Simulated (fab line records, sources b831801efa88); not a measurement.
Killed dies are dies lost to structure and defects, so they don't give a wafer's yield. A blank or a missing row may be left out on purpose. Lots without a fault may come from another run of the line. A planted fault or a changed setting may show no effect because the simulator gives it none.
Which tool did it? | flow gf180mcu | 24 lots, 72 wafers sampled, at 6 steps of a route of 602

WHAT THE GAUGES READ, wafer by wafer
GF_V1_THK_MEAS_03. Usual: V1_CVD_02_THK 850 nm, standard deviation 11.
lot  | measured     | on            | V1_CVD_02_THK (nm) | flag
L074 | day 16 18:49 | film_metro-03 | 828 855 860        |
L075 | day 16 23:20 | film_metro-03 | 855 875 874        |
L076 | day 17 09:08 | film_metro-03 | 853 861 858        |
L077 | day 18 00:29 | film_metro-02 | 852 855 861        |
L078 | day 18 03:15 | film_metro-02 | 845 866 845        |
L079 | day 18 10:22 | film_metro-03 | 849 829 868        |
L080 | day 19 03:10 | film_metro-02 | 856 860 856        |
L081 | day 19 10:39 | film_metro-04 | 846 857 857        |
L082 | day 20 04:19 | film_metro-04 | 847 868 858        |
L083 | day 20 20:37 | film_metro-03 | 837 851 867        |
L084 | day 21 00:32 | film_metro-03 | 853 848 861        |
L085 | day 21 20:37 | film_metro-02 | 853 849 850        |
L086 | day 22 02:32 | film_metro-03 | 850 837 847        |
L087 | day 22 11:53 | film_metro-03 | 840 831 857        |
L088 | day 22 15:59 | film_metro-03 | 841 847 863        |
L090 | day 23 08:11 | film_metro-03 | 844 844 860        |
L089 | day 23 11:01 | film_metro-03 | 838 844 851        |
L092 | day 24 01:44 | film_metro-02 | 852 831 841        |
L091 | day 24 03:54 | film_metro-03 | 849 845 862        |
L093 | day 24 10:41 | film_metro-04 | 832 836 852        |
L094 | day 24 15:43 | film_metro-02 | 830 843 849        |
L096 | day 24 21:50 | film_metro-03 | 836 847 848        |
L095 | day 25 01:34 | film_metro-04 | 864 849 854        |
L097 | day 25 13:26 | film_metro-03 | 844 847 841        |

GF_V4_OVL_MEAS_15. Usual: V4_OVL 0 nm, standard deviation 5.2.
lot  | measured     | on         | V4_OVL (nm) | flag
L074 | day 24 00:38 | overlay-01 | -8 1 1      |
L075 | day 24 04:53 | overlay-02 | 1 4 5       |
L076 | day 24 13:05 | overlay-02 | -5 -3 1     |
L077 | day 25 05:08 | overlay-01 | 2 8 8       |
L078 | day 25 07:38 | overlay-01 | -2 -4 -6    |
L079 | day 25 15:21 | overlay-02 | -8 -5 -6    |
L080 | day 26 06:20 | overlay-02 | 2 -8 -2     |
L081 | day 26 10:35 | overlay-02 | 3 -4 2      |
L082 | day 27 04:56 | overlay-02 | -4 7 3      |
L083 | day 27 15:41 | overlay-01 | 4 2 0       |
L084 | day 27 20:35 | overlay-01 | 2 -5 -1     |
L085 | day 28 12:17 | overlay-02 | -7 -14 -6   |
L086 | day 28 17:41 | overlay-01 | 5 -3 -6     |
L087 | day 29 02:26 | overlay-01 | 0 -7 4      |
L088 | day 29 05:47 | overlay-01 | 4 -1 -2     |
L090 | day 29 17:56 | overlay-01 | -2 -1 2     |
L089 | day 29 21:47 | overlay-01 | 1 -7 4      |
L092 | day 30 06:32 | overlay-01 | 4 -2 -1     |
L091 | day 30 10:02 | overlay-01 | -2 2 1      |
L093 | day 30 15:38 | overlay-01 | 7 -1 -1     |
L094 | day 30 19:56 | overlay-01 | 10 4 1      |
L096 | day 31 00:59 | overlay-02 | 9 0 6       |
L095 | day 31 03:48 | overlay-02 | 7 7 9       |
L097 | day 31 14:41 | overlay-01 | 7 6 11      |

GF_MIM_RS_MEAS_10: measures by four-point-probe. Usual: MIM_ALCU_RS 0.1611 ohm/sq, standard deviation 0.0018.
lot  | measured     | on            | MIM_ALCU_RS (ohm/sq) | flag
L074 | day 24 02:32 | film_metro-03 | 0.1622 0.1626 0.1605 |
L075 | day 24 06:42 | film_metro-02 | 0.1591 0.1609 0.1629 |
L076 | day 24 14:53 | film_metro-03 | 0.1637 0.1638 0.1626 |
L077 | day 25 06:57 | film_metro-01 | 0.1629 0.1625 0.1627 |
L078 | day 25 09:28 | film_metro-01 | 0.1598 0.1586 0.1620 |
L079 | day 25 17:09 | film_metro-02 | 0.1598 0.1607 0.1607 |
L080 | day 26 08:09 | film_metro-02 | 0.1589 0.1586 0.1601 |
L081 | day 26 12:29 | film_metro-03 | 0.1604 0.1616 0.1614 |
L082 | day 27 06:46 | film_metro-02 | 0.1592 0.1602 0.1597 |
L083 | day 27 17:32 | film_metro-01 | 0.1605 0.1631 0.1635 |
L084 | day 27 22:28 | film_metro-03 | 0.1602 0.1609 0.1620 |
L085 | day 28 14:10 | film_metro-03 | 0.1622 0.1620 0.1631 |
L086 | day 28 19:31 | film_metro-03 | 0.1604 0.1627 0.1603 |
L087 | day 29 04:18 | film_metro-02 | 0.1597 0.1604 0.1591 |
L088 | day 29 07:37 | film_metro-03 | 0.1624 0.1623 0.1607 |
L090 | day 29 19:44 | film_metro-02 | 0.1633 0.1591 0.1589 |
L089 | day 29 23:36 | film_metro-03 | 0.1622 0.1616 0.1617 |
L092 | day 30 08:28 | film_metro-03 | 0.1618 0.1599 0.1608 |
L091 | day 30 11:51 | film_metro-02 | 0.1620 0.1612 0.1626 |
L093 | day 30 17:49 | film_metro-01 | 0.1625 0.1621 0.1643 |
L094 | day 30 22:07 | film_metro-01 | 0.1596 0.1588 0.1592 |
L096 | day 31 02:49 | film_metro-03 | 0.1616 0.1605 0.1636 |
L095 | day 31 05:39 | film_metro-02 | 0.1623 0.1620 0.1624 |
L097 | day 31 16:32 | film_metro-02 | 0.1596 0.1591 0.1580 |

WHICH TOOL RAN EACH LOT (tool, then ch and the chambers of the sampled wafers, then the start)
lot  | GF_M3_METAL_ETCH_16               | GF_MIM_SPUTTER_03            | GF_MIM_SPUTTER_07
L074 | rie_metal-02 ch 1, day 20 21:52   | pvd_sputter-03, day 24 02:17 | pvd_sputter-04, day 24 02:26
L075 | rie_metal-02 ch 0,1, day 21 02:49 | pvd_sputter-04, day 24 06:26 | pvd_sputter-01, day 24 06:35
L076 | rie_metal-04 ch 0,1, day 21 13:07 | pvd_sputter-03, day 24 14:38 | pvd_sputter-04, day 24 14:47
L077 | rie_metal-02 ch 0,1, day 22 04:31 | pvd_sputter-01, day 25 06:41 | pvd_sputter-03, day 25 06:50
L078 | rie_metal-04 ch 0,1, day 22 07:37 | pvd_sputter-03, day 25 09:11 | pvd_sputter-01, day 25 09:20
L079 | rie_metal-02 ch 0,1, day 22 15:53 | pvd_sputter-03, day 25 16:54 | pvd_sputter-04, day 25 17:03
L080 | rie_metal-02 ch 0,1, day 23 07:31 | pvd_sputter-03, day 26 07:53 | pvd_sputter-01, day 26 08:02
L081 | rie_metal-04 ch 0,1, day 23 12:55 | pvd_sputter-01, day 26 12:10 | pvd_sputter-03, day 26 12:22
L082 | rie_metal-04 ch 0,1, day 24 06:55 | pvd_sputter-01, day 27 06:31 | pvd_sputter-01, day 27 06:40
L083 | rie_metal-02 ch 0,1, day 24 20:49 | pvd_sputter-04, day 27 17:16 | pvd_sputter-01, day 27 17:25
L084 | rie_metal-02 ch 0,1, day 25 01:13 | pvd_sputter-04, day 27 22:10 | pvd_sputter-03, day 27 22:19
L085 | rie_metal-01 ch 0,1, day 25 18:52 | pvd_sputter-04, day 28 13:52 | pvd_sputter-03, day 28 14:01
L086 | rie_metal-04 ch 0, day 26 01:16   | pvd_sputter-04, day 28 19:14 | pvd_sputter-01, day 28 19:24
L087 | rie_metal-01 ch 0,1, day 26 09:40 | pvd_sputter-04, day 29 04:02 | pvd_sputter-03, day 29 04:11
L088 | rie_metal-04 ch 0, day 26 13:46   | pvd_sputter-04, day 29 07:20 | pvd_sputter-03, day 29 07:29
L090 | rie_metal-02 ch 0,1, day 27 03:13 | pvd_sputter-03, day 29 19:29 | pvd_sputter-01, day 29 19:38
L089 | rie_metal-02 ch 0,1, day 27 07:28 | pvd_sputter-04, day 29 23:20 | pvd_sputter-03, day 29 23:29
L092 | rie_metal-04 ch 0,1, day 27 17:58 | pvd_sputter-03, day 30 08:11 | pvd_sputter-03, day 30 08:21
L091 | rie_metal-04 ch 0,1, day 27 21:58 | pvd_sputter-04, day 30 11:35 | pvd_sputter-01, day 30 11:44
L093 | rie_metal-04 ch 1, day 28 03:07   | pvd_sputter-03, day 30 17:32 | pvd_sputter-04, day 30 17:41
L094 | rie_metal-01 ch 0,1, day 28 07:34 | pvd_sputter-01, day 30 21:50 | pvd_sputter-04, day 30 21:59
L096 | rie_metal-02 ch 0,1, day 28 13:25 | pvd_sputter-01, day 31 02:32 | pvd_sputter-04, day 31 02:41
L095 | rie_metal-04 ch 0,1, day 28 16:16 | pvd_sputter-01, day 31 05:20 | pvd_sputter-04, day 31 05:29
L097 | rie_metal-01 ch 0,1, day 29 04:04 | pvd_sputter-04, day 31 16:16 | pvd_sputter-01, day 31 16:26
- GF_M3_METAL_ETCH_16: etches the open film in Cl2/BCl3, stops on SiO2, target depth 750.8 nm, time 125.1 s.
- GF_MIM_SPUTTER_03: material Ti, target thk 10 nm, time 6.7 s.
- GF_MIM_SPUTTER_07: material TiN, target thk 60 nm, time 50 s.

WHAT THE TOOLS THEMSELVES READ (means of the sampled wafers that have a number; where no wafer has one, the mark that the record gives instead)
GF_M3_METAL_ETCH_16. Usual: drypump_motor_current_A 5.9 A, standard deviation 0.31; oes_product_au 0.990 a.u., standard deviation 0.0059; throttle_valve_pct 28.230 %, standard deviation 0.01.
lot  | tool         | drypump_motor_current_A (A) | oes_product_au (a.u.) | throttle_valve_pct (%) | flag
L074 | rie_metal-02 | 5.5                         | 0.992                 | 28.236                 |
L075 | rie_metal-02 | 6.0                         | 0.988                 | 28.232                 |
L076 | rie_metal-04 | 6.1                         | 0.987                 | 28.230                 |
L077 | rie_metal-02 | 5.7                         | 0.986                 | 28.233                 |
L078 | rie_metal-04 | 6.1                         | 0.990                 | 28.233                 |
L079 | rie_metal-02 | 6.0                         | 0.990                 | 28.228                 |
L080 | rie_metal-02 | 5.7                         | 0.990                 | 28.232                 |
L081 | rie_metal-04 | 5.9                         | 0.989                 | 28.222                 |
L082 | rie_metal-04 | 5.9                         | 0.986                 | 28.239                 |
L083 | rie_metal-02 | 5.7                         | 0.995                 | 28.223                 |
L084 | rie_metal-02 | 5.7                         | 0.997                 | 28.217                 |
L085 | rie_metal-01 | 6.0                         | 0.990                 | 28.229                 |
L086 | rie_metal-04 | 5.7                         | 0.983                 | 28.238                 |
L087 | rie_metal-01 | 6.0                         | 0.987                 | 28.237                 |
L088 | rie_metal-04 | 5.7                         | 0.983                 | 28.225                 |
L090 | rie_metal-02 | 5.7                         | 0.993                 | 28.224                 |
L089 | rie_metal-02 | 6.0                         | 0.995                 | 28.227                 |
L092 | rie_metal-04 | 6.1                         | 0.992                 | 28.230                 |
L091 | rie_metal-04 | 5.9                         | 0.997                 | 28.222                 |
L093 | rie_metal-04 | 6.3                         | 0.981                 | 28.234                 |
L094 | rie_metal-01 | 6.0                         | 0.992                 | 28.228                 |
L096 | rie_metal-02 | 5.7                         | 0.990                 | 28.226                 |
L095 | rie_metal-04 | 5.9                         | 0.986                 | 28.237                 |
L097 | rie_metal-01 | 6.0                         | 0.987                 | 28.234                 |

GF_MIM_SPUTTER_03. Usual: throttle_valve_pct 29.6 %, standard deviation 1.3.
lot  | tool           | throttle_valve_pct (%) | flag
L074 | pvd_sputter-03 | 29.2                   |
L075 | pvd_sputter-04 | 29.1                   |
L076 | pvd_sputter-03 | 29.9                   |
L077 | pvd_sputter-01 | 29.9                   |
L078 | pvd_sputter-03 | 28.6                   |
L079 | pvd_sputter-03 | 29.5                   |
L080 | pvd_sputter-03 | 28.8                   |
L081 | pvd_sputter-01 | 29.4                   |
L082 | pvd_sputter-01 | 31.2                   |
L083 | pvd_sputter-04 | 29.0                   |
L084 | pvd_sputter-04 | 29.0                   |
L085 | pvd_sputter-04 | 29.7                   |
L086 | pvd_sputter-04 | 29.6                   |
L087 | pvd_sputter-04 | 29.7                   |
L088 | pvd_sputter-04 | 29.5                   |
L090 | pvd_sputter-03 | 29.5                   |
L089 | pvd_sputter-04 | 29.5                   |
L092 | pvd_sputter-03 | 29.4                   |
L091 | pvd_sputter-04 | 28.8                   |
L093 | pvd_sputter-03 | 30.1                   |
L094 | pvd_sputter-01 | 31.3                   |
L096 | pvd_sputter-01 | 30.0                   |
L095 | pvd_sputter-01 | 31.1                   |
L097 | pvd_sputter-04 | 29.5                   |

GF_MIM_SPUTTER_07. Usual: throttle_valve_pct 29.6 %, standard deviation 1.4.
lot  | tool           | throttle_valve_pct (%) | flag
L074 | pvd_sputter-04 | 29.6                   |
L075 | pvd_sputter-01 | 31.3                   |
L076 | pvd_sputter-04 | 29.1                   |
L077 | pvd_sputter-03 | 28.8                   |
L078 | pvd_sputter-01 | 29.4                   |
L079 | pvd_sputter-04 | 28.8                   |
L080 | pvd_sputter-01 | 30.1                   |
L081 | pvd_sputter-03 | 28.8                   |
L082 | pvd_sputter-01 | 31.3                   |
L083 | pvd_sputter-01 | 30.7                   |
L084 | pvd_sputter-03 | 28.8                   |
L085 | pvd_sputter-03 | 28.7                   |
L086 | pvd_sputter-01 | 31.3                   |
L087 | pvd_sputter-03 | 28.9                   |
L088 | pvd_sputter-03 | 28.9                   |
L090 | pvd_sputter-01 | 29.4                   |
L089 | pvd_sputter-03 | 28.8                   |
L092 | pvd_sputter-03 | 29.5                   |
L091 | pvd_sputter-01 | 30.6                   |
L093 | pvd_sputter-04 | 29.6                   |
L094 | pvd_sputter-04 | 29.5                   |
L096 | pvd_sputter-04 | 29.5                   |
L095 | pvd_sputter-04 | 29.5                   |
L097 | pvd_sputter-01 | 30.1                   |

THE ANSWER, worked out from the rows above alone
Rule: a lot is off if the mean of its wafers that have a number lies more than 3 standard deviations from the usual mean. A lot without any number at a reading at which 4 lots or more have one is off too. The other lots that the step has rows for count as sound. The gauges are gone through in route order, then the tools' own readings, and for those a lot's mean is taken as printed above. The first step at which some lot is off is used, and at that step the reading that is off furthest; a lot without a number counts as furthest.
No lot is off at any reading shown: from this, nothing can be told.

WHAT THE SIMULATOR HAD PUT IN
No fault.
